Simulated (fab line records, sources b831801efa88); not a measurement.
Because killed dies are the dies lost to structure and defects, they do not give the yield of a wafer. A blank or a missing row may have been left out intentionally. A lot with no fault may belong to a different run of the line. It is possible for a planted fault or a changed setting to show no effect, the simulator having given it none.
A lot that was struck, set against a sound lot :: flow sky130 :: 16 out of 708 route steps
Sound: these wafers, L601.1, L601.3, L601.5. Wafers L605.2, L605.4, L605.6 were the ones struck. Last of all comes the cause.
Per side, at each step with rows, come the tool, then ch with its chambers, and then its first start. Under that, the readings that differ: sound wafers :: struck wafers :: difference of the means :: sigmas: that difference in standard deviations of wafers without a fault.
alike: readings whose means differ by less than 2 such deviations, and words and numbers that are the same on both sides. not compared: withheld readings, readings that some wafer has no value for, bounds like >300 that may hide the same value, and numbers for which the record gives no deviation and whose values overlap.
A row with sigmas, a row that says differs or no value, or rows on one side alone: a step with any of these is where the two part. Non-overlapping numbers with no deviation appear without sigmas and do not part them. Lack of a reading on every wafer of one side parts them only where that side has two or more wafers.

first, 3 steps without rows for these wafers: SKY_VIA1_EXPOSE_09 (exposes mask VIM, target cd 150 nm); SKY_VIA1_PEB_10; SKY_VIA1_DEVELOP_11 (develop time 60 s).
SKY_VIA1_CD_MEAS_12: the cd target is 150 nm.
  sound: cd_sem-01 at day 38 17:25; struck: cd_sem-01 at day 39 16:35
reading: cd_nm (nm)
sound: 152.2 149.7 151.9
struck: 148.0 146.1 148.1
difference: -3.9
sigmas: -2
SKY_VIA1_OVL_MEAS_13:
  sound: overlay-01 at day 38 17:32; struck: overlay-02 at day 39 16:42
reading: VIA1_OVL (nm)
sound: -15 -14 -12
struck: -2 -6 -2
difference: +10
sigmas: +2
SKY_VIA1_ETCH_14: etches BARC in N2/H2, stops on SiO2, time 45.9 s, target depth 60 nm.
  sound on rie_diel-01 ch 1,2, day 38 17:35; struck on rie_diel-01 ch 0,3, day 39 16:44
  alike: drypump_motor_current_A, oes_product_au, throttle_valve_pct
  not compared: rf_hours_counter_h
SKY_VIA1_ETCH_15: etches SiO2 in C4F8/O2/Ar, stops on TiN, target depth 351 nm, time 54 s.
  sound on rie_diel-01 ch 1,2, day 38 17:37; struck on rie_diel-01 ch 0,3, day 39 16:46
  alike: oes_product_au
  not compared: rf_hours_counter_h
SKY_VIA1_STRIP_16: strips in O2/N2.
  sound on plasma_asher-04 ch 1, day 38 17:40; struck on plasma_asher-01 ch 0,1, day 39 16:49
reading: drypump_motor_current_A (A)
sound: 5.50 5.55 5.49
struck: 5.99 6.52 6.00
difference: +0.66
sigmas: +2
  alike: oes_product_au, strip_time_to_endpoint_s
  not compared: rf_hours_counter_h
then, 3 steps without rows for these wafers: SKY_VIA1_STRIP_17 (strips in post etch residue remover, time 1200 s); SKY_VIA1_CLEAN_18 (cleans in IPA, time 180 s); SKY_VIA1_CLEAN_19 (cleans in O3/DIW).
SKY_VIA1_SPUTTER_20: material TiN, target thk 20 nm, time 80 s.
  sound: pvd_sputter-01 at day 38 18:16; struck: pvd_sputter-03 at day 39 17:27
  alike: throttle_valve_pct
SKY_VIA1_CVD_21: deposits W, target thk 270 nm, time 80.902 s.
  sound on cvd_w-01 ch 1, day 38 18:19; struck on cvd_w-01 ch 1, day 39 17:31
  no value came back on the struck wafers for chamber_pressure_Torr (Torr), heater_power_outer_w (W), heater_power_w (W); on the sound wafers chamber_pressure_Torr (Torr) reads 39.96 39.82 39.97
SKY_VIA1_RS_MEAS_22: measurement is done with a four-point probe.
  sound: film_metro-02 at day 38 18:25; struck: film_metro-03 at day 39 17:37
reading: VIA1_W_RS (ohm/sq)
sound: 0.430 0.436 0.433
struck: 57.835 58.329 58.713
difference: +57.859
sigmas: +99 or more
SKY_VIA1_THK_MEAS_23: measures by xrf.
  sound: film_metro-02 at day 38 18:32; struck: film_metro-03 at day 39 17:44
reading: VIA1_W_THK (nm)
sound: 259 252 258
struck: <0 <0 <0
difference: differs
sigmas: 
SKY_VIA1_CMP_24: polishes, stops on SiO2, t overpolish 15 s, target thk 0 nm.
  sound on cmp-02 ch 1,2,3, day 38 18:38; struck on cmp-02 ch 0,2, day 39 17:55
reading: time_to_endpoint_s (s)
sound: 69.0 63.9 65.6
struck: 6.0 6.4 7.4
difference: -59.6
sigmas: -23
  alike: motor_current_A

## WHERE THEY PART
First at SKY_VIA1_CD_MEAS_12; last, within this record, at SKY_VIA1_CMP_24.

WHY: whatever the simulator had introduced
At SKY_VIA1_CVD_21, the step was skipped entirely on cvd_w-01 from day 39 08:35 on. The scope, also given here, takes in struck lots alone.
